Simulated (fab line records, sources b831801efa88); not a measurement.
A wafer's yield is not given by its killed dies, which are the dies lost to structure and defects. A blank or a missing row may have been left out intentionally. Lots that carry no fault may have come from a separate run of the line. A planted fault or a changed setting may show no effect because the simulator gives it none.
Which tool did it? | flow gf180mcu | 12 lots, 36 wafers sampled, at 4 steps of a route of 602

## WHAT THE GAUGES READ, wafer by wafer
GF_PASSIVATION_THK_MEAS_03. Usual: PASSIVATION_CVD_02_THK 703 nm, standard deviation 8.1.
lot  | measured     | on            | PASSIVATION_CVD_02_THK (nm) | flag
L743 | day 28 05:17 | film-metro-04 | 693 709 715                 |
L745 | day 29 03:46 | film-metro-03 | 708 721 712                 |
L746 | day 29 11:02 | film-metro-04 | 693 693 705                 |
L747 | day 29 21:42 | film-metro-03 | 695 712 716                 |
L748 | day 30 12:13 | film-metro-03 | 703 716 712                 |
L756 | day 32 07:11 | film-metro-03 | 692 710 712                 |
L757 | day 32 14:11 | film-metro-01 | 699 710 697                 |
L758 | day 32 16:10 | film-metro-04 | 698 693 706                 |
L761 | day 33 11:50 | film-metro-01 | 692 700 705                 |
L763 | day 33 21:43 | film-metro-01 | 692 714 717                 |
L765 | day 34 08:58 | film-metro-04 | 703 699 703                 |
L766 | day 34 12:31 | film-metro-01 | 690 706 696                 |

## EACH LOT AND THE TOOL THAT RAN IT (in order: tool; ch and the chambers of the sampled wafers; start)
lot  | GF_V4_ETCH_16                      | GF_V5_ETCH_17                      | GF_TOP_METAL_SPUTTER_00
L743 | rie-diel-01 ch 0,2,3, day 24 10:04 | rie-diel-03 ch 1,2,3, day 27 06:00 | pvd-sputter-02, day 27 07:32
L745 | rie-diel-02 ch 0,1, day 25 12:52   | rie-diel-03 ch 0,3, day 28 05:00   | pvd-sputter-04, day 28 07:19
L746 | rie-diel-04 ch 1,3, day 25 21:28   | rie-diel-03 ch 2,3, day 28 12:00   | pvd-sputter-03, day 28 14:15
L747 | rie-diel-04 ch 0,3, day 26 07:58   | rie-diel-01 ch 0,2, day 28 23:00   | pvd-sputter-03, day 29 00:41
L748 | rie-diel-02 ch 0,1,2, day 26 22:28 | rie-diel-01 ch 0,1,2, day 29 14:00 | pvd-sputter-03, day 29 15:42
L756 | rie-diel-02 ch 0,1, day 28 23:46   | rie-diel-01 ch 1,2,3, day 31 11:00 | pvd-sputter-02, day 31 13:17
L757 | rie-diel-02 ch 0,2, day 29 06:58   | rie-diel-01 ch 1,2, day 31 18:00   | pvd-sputter-04, day 31 19:43
L758 | rie-diel-01 ch 0,1,2, day 29 10:08 | rie-diel-02 ch 0,2,3, day 31 21:00 | pvd-sputter-02, day 31 22:45
L761 | rie-diel-04 ch 0,2,3, day 30 05:23 | rie-diel-03 ch 2,3, day 32 16:00   | pvd-sputter-04, day 32 17:48
L763 | rie-diel-01 ch 0,1,2, day 30 19:37 | rie-diel-03 ch 0,2, day 33 03:00   | pvd-sputter-04, day 33 04:43
L765 | rie-diel-01 ch 0,1, day 31 08:25   | rie-diel-03 ch 0,2,3, day 33 14:00 | pvd-sputter-02, day 33 15:38
L766 | rie-diel-02 ch 0,1,3, day 31 14:56 | rie-diel-03 ch 1,2,3, day 33 19:00 | pvd-sputter-02, day 33 20:50
- GF_V4_ETCH_16: etches BARC in N2/H2.
- GF_V5_ETCH_17: etches SiO2 in C4F8/O2/Ar, stops on TiN, target depth 855 nm.
- GF_TOP_METAL_SPUTTER_00: material Ti, target thk 37.5 nm, time 150 s.

## WHAT THE TOOLS THEMSELVES READ (means of the sampled wafers that have a number; where no wafer has one, the mark that the record gives instead)
GF_V4_ETCH_16. Usual: bias-w 100.0 W, standard deviation 0.31; drypump-motor-current-A 5.8 A, standard deviation 0.37; oes-product-au 0.856 a.u., standard deviation 0.0044; rf-fwd-power-W 493.9 W, standard deviation 2.1; throttle-valve-pct 13.226 %, standard deviation 0.0093.
lot  | tool        | bias-w (W) | drypump-motor-current-A (A) | oes-product-au (a.u.) | rf-fwd-power-W (W) | throttle-valve-pct (%) | flag
L743 | rie-diel-01 | 100.4      | 6.0                         | 0.855                 | 492.9              | 13.230                 |
L745 | rie-diel-02 | 100.1      | 5.7                         | 0.854                 | 494.9              | 13.227                 |
L746 | rie-diel-04 | 100.1      | 5.6                         | 0.860                 | 493.2              | 13.229                 |
L747 | rie-diel-04 | 99.8       | 5.7                         | 0.854                 | 493.3              | 13.229                 |
L748 | rie-diel-02 | 99.9       | 5.9                         | 0.856                 | 493.5              | 13.230                 |
L756 | rie-diel-02 | 100.1      | 5.8                         | 0.857                 | 492.9              | 13.232                 |
L757 | rie-diel-02 | 99.8       | 5.8                         | 0.854                 | 495.2              | 13.216                 |
L758 | rie-diel-01 | 100.2      | 6.1                         | 0.854                 | 493.5              | 13.227                 |
L761 | rie-diel-04 | 100.2      | 5.8                         | 0.856                 | 493.1              | 13.209                 |
L763 | rie-diel-01 | 100.2      | 6.1                         | 0.860                 | 493.4              | 13.216                 |
L765 | rie-diel-01 | 100.4      | 6.1                         | 0.857                 | 495.3              | 13.227                 |
L766 | rie-diel-02 | 100.1      | 5.5                         | 0.861                 | 495.4              | 13.230                 |

GF_V5_ETCH_17. Usual: bias-w 1201 W, standard deviation 3.5; oes-product-au 0.860 a.u., standard deviation 0.0045; rf-fwd-power-W 1493 W, standard deviation 4.6.
lot  | tool        | bias-w (W) | oes-product-au (a.u.) | rf-fwd-power-W (W) | flag
L743 | rie-diel-03 | 1204       | 0.863                 | 1489               |
L745 | rie-diel-03 | 1203       | 0.859                 | 1496               |
L746 | rie-diel-03 | 1200       | 0.862                 | 1490               |
L747 | rie-diel-01 | 1200       | 0.862                 | 1489               |
L748 | rie-diel-01 | 1201       | 0.857                 | 1497               |
L756 | rie-diel-01 | 1201       | 0.860                 | 1737               | OFF
L757 | rie-diel-01 | 1200       | 0.854                 | 1731               | OFF
L758 | rie-diel-02 | 1201       | 0.859                 | 1499               |
L761 | rie-diel-03 | 1200       | 0.862                 | 1493               |
L763 | rie-diel-03 | 1202       | 0.860                 | 1493               |
L765 | rie-diel-03 | 1201       | 0.858                 | 1495               |
L766 | rie-diel-03 | 1203       | 0.860                 | 1490               |

GF_TOP_METAL_SPUTTER_00. Usual: chamber-pressure-pa 2.000 Pa, standard deviation 0.0042; throttle-valve-pct 29.6 %, standard deviation 1.1.
lot  | tool           | chamber-pressure-pa (Pa) | throttle-valve-pct (%) | flag
L743 | pvd-sputter-02 | 1.996                    | 29.0                   |
L745 | pvd-sputter-04 | 2.004                    | 28.9                   |
L746 | pvd-sputter-03 | 2.002                    | 30.5                   |
L747 | pvd-sputter-03 | 2.001                    | 30.0                   |
L748 | pvd-sputter-03 | 2.001                    | 30.6                   |
L756 | pvd-sputter-02 | 2.003                    | 29.5                   |
L757 | pvd-sputter-04 | 1.999                    | 29.4                   |
L758 | pvd-sputter-02 | 2.004                    | 29.6                   |
L761 | pvd-sputter-04 | 2.003                    | 29.9                   |
L763 | pvd-sputter-04 | 1.999                    | 29.1                   |
L765 | pvd-sputter-02 | 2.002                    | 30.1                   |
L766 | pvd-sputter-02 | 2.002                    | 29.2                   |

## THE ANSWER, worked out from the rows above alone
Rule: take the mean of a lot's wafers that have a number; if it is more than 3 standard deviations from the usual mean, the lot is off. A lot without any number at a reading at which 4 lots or more have one is off too. All remaining lots with rows at the step are treated as sound. First the gauges in route order, then the tools' own readings, where a lot's mean is used as printed above. At the first step where some lot is off, the reading lying furthest off is the one used; lots without a number count as furthest.
Off, at GF_V5_ETCH_17 on rf-fwd-power-W: L756, L757.
A tool fits if, at that step or a process step before it, it ran every lot that is off, and no sound lot after the first of them. One candidate fits, namely rie-diel-01 at GF_V5_ETCH_17. A fault onset in the window from L748 (day 29 14:00, its last sound lot) to L756 (day 31 11:00, its first lot off) fits.
On the lots that are off, the tool's own readings at GF_V5_ETCH_17 differ by more than 5 times the standard deviation of the sound lots' means, which bears it out; rf-fwd-power-W reads 1734 W there versus 1493 W on the sound lots.

## WHAT THE SIMULATOR HAD INSERTED
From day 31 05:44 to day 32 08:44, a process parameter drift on rie-diel-01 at GF_V5_ETCH_17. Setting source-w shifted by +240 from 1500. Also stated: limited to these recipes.
Shown lots that were struck: L756, L757. This agrees with what the rule above found.
